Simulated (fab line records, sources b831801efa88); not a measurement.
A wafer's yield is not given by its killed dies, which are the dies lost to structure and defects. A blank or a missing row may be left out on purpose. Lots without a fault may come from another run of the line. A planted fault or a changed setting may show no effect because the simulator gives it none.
The tool behind it: which one? | flow sky130 | 12 lots with 36 wafers sampled at 2 steps, on a route of 708 steps

## WHAT EACH GAUGE READ, for each wafer
SKY_LI_CONTACT_RS_MEAS_22: uses a four-point probe to measure.
lot  | measured     | on            | LI_CONTACT_W_RS (ohm/sq)
L075 | day 29 13:30 | film metro-01 | 0.2824 0.2796 0.2816
L077 | day 30 10:00 | film metro-04 | 0.2777 0.2820 0.2821
L079 | day 30 20:04 | film metro-03 | 0.2796 0.2813 0.2812
L081 | day 31 13:01 | film metro-03 | 0.2832 0.2842 0.2853
L083 | day 32 04:16 | film metro-03 | 0.2836 0.2803 0.2825
L085 | day 32 21:56 | film metro-01 | 0.2842 0.2830 0.2794
L087 | day 33 14:46 | film metro-01 | 0.2846 0.2857 0.2765
L089 | day 34 10:04 | film metro-01 | 0.2847 0.2877 0.2839
L091 | day 34 22:59 | film metro-01 | 0.2764 0.2807 0.2855
L093 | day 35 09:47 | film metro-01 | 0.2831 0.2845 0.2827
L095 | day 36 01:35 | film metro-04 | 0.2830 0.2841 0.2863
L097 | day 37 04:25 | film metro-01 | 0.2862 0.2858 0.2854

## WHAT TOOL EACH LOT RAN ON (gives the tool, then ch and the chambers of the sampled wafers, and finally the start)
lot  | SKY_LI_CONTACT_SPUTTER_19
L075 | pvd sputter-01, day 29 13:14
L077 | pvd sputter-04, day 30 09:37
L079 | pvd sputter-04, day 30 19:46
L081 | pvd sputter-03, day 31 12:44
L083 | pvd sputter-01, day 32 03:58
L085 | pvd sputter-04, day 32 21:40
L087 | pvd sputter-01, day 33 14:30
L089 | pvd sputter-01, day 34 09:49
L091 | pvd sputter-01, day 34 22:43
L093 | pvd sputter-04, day 35 09:30
L095 | pvd sputter-01, day 36 01:19
L097 | pvd sputter-01, day 37 03:59
- SKY_LI_CONTACT_SPUTTER_19: material Ti, target thk 20 nm, time 106.37 s.

## THE ANSWER, worked out from the rows above alone
Rule: what is usual is taken from the lots themselves. Put in order of their means at a reading, lots are off if they are a third of the lots or fewer, leave a main group of 4 or more, and stand apart from it by a gap of 3 or more times the standard deviation of the main group's means; of several such gaps the widest counts. If all means in a main group match to the digits the tables above print for the reading, that group is not used. Also off: a lot with no number at a reading for which 4 or more lots have one. Where the step has rows for the other lots, those lots are counted as sound.
No lot is off on any of the readings shown, so nothing can be concluded from this.

## WHAT HAD BEEN PUT IN BY THE SIMULATOR
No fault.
